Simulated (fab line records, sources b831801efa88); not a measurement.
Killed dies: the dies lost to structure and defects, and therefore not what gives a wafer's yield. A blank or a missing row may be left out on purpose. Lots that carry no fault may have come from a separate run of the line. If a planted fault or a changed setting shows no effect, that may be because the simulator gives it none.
8D (eight disciplines) problem report, filled in by code    flow gf180mcu    the parts of the form that need people (team, actions taken, sign-off) are left out

1. THE ISSUE
Across 6 wafers from 2 lots, VT_IMPLANT_4_TW at GF_VT_IMPLANT_TW_MEAS_43 averages 617, while fault-free wafers read 690 with a standard deviation of 6.7. That puts it -11 standard deviations away from the usual mean.
First seen on wafer L789.2, day 10 15:57, on film metro-02. The record holds 39 wafers of 13 lots with a number at this step. By rule, "out" or "out of limits" means more than 4 standard deviations away from the usual mean. All remaining wafers that have a number are taken as sound.

2. WHAT IT IS AND WHAT IT IS NOT
question                     is                            is not
which readings at this step  VT_IMPLANT_4_TW               -
which lots                   L789, L791                    L779, L780, L781, L783, L788, L790, L794, L798, L799, L800, L801
which wafers of those lots   all that have a number        -
read on which gauges         film metro-01, film metro-02  film metro-03
when                         from day 10 15:57             up to then (15 sound wafers); but 18 sound wafers of L790, L794, L798, L799, L800, L801 came after

3. THE SUSPECTS, EACH WITH WHAT RULES IT OUT
Counting: any tool at a process step up to the reading is kept as a suspect provided that every lot that is out went through it and no sound lot did after the first of them.
- the gauge at GF_VT_IMPLANT_TW_MEAS_43: ruled out. Those wafers that are out were read across 2 gauges (film metro-01, film metro-02).
- plasma asher-02 at GF_VT_IMPLANT_STRIP_31 (strips in O2/N2): ruled out as a lasting fault. Sound lots L794 ran on it after its first lot that is out, L789 (day 9 21:45).
- implanter-02 at GF_VT_IMPLANT_IMPLANT_41: ruled out as a lasting fault. Sound lots L799 ran on it after its first lot that is out, L789 (day 10 15:43).
Left after counting: nothing in the record.

4. THE CAUSE (what the simulator had put in)
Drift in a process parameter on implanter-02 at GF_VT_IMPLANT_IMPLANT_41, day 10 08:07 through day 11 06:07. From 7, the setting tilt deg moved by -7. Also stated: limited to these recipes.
The count ruled it out by mistake, since the rule takes a fault to strike every lot its tool runs from the start of the fault on, and this one did not do so.

5. THE EFFECT CHAIN, in route order
Each row: a reading whose mean over the struck wafers that have a number lies more than 3 standard deviations from the usual. Only readings whose record carries a usual standard deviation are examined. hours: median over the lots of the time between each lot's start at the first step of this table that gives one and its start at this step. sigmas: the change, counted in usual standard deviations.
hours  step                      reading          usual          on struck wafers  change  sigmas
0      GF_VT_IMPLANT_IMPLANT_41  tilt deg         6.999 degrees  -0.001            -7.000  -99 or more
0      GF_VT_IMPLANT_TW_MEAS_43  VT_IMPLANT_4_TW  690            617               -73     -11
It contains these process steps:
- GF_VT_IMPLANT_IMPLANT_41

6. WHAT WOULD HAVE CAUGHT IT SOONER
8 hours passed between the start of the fault at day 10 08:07 and the first reading out of limits at a measuring or inspecting step in this record, taken at day 10 15:57.
At GF_VT_IMPLANT_IMPLANT_41, the tool's own readings (tilt deg) were out on each struck wafer the step has a row for, so an alarm limit on them would have fired on the first such wafer.
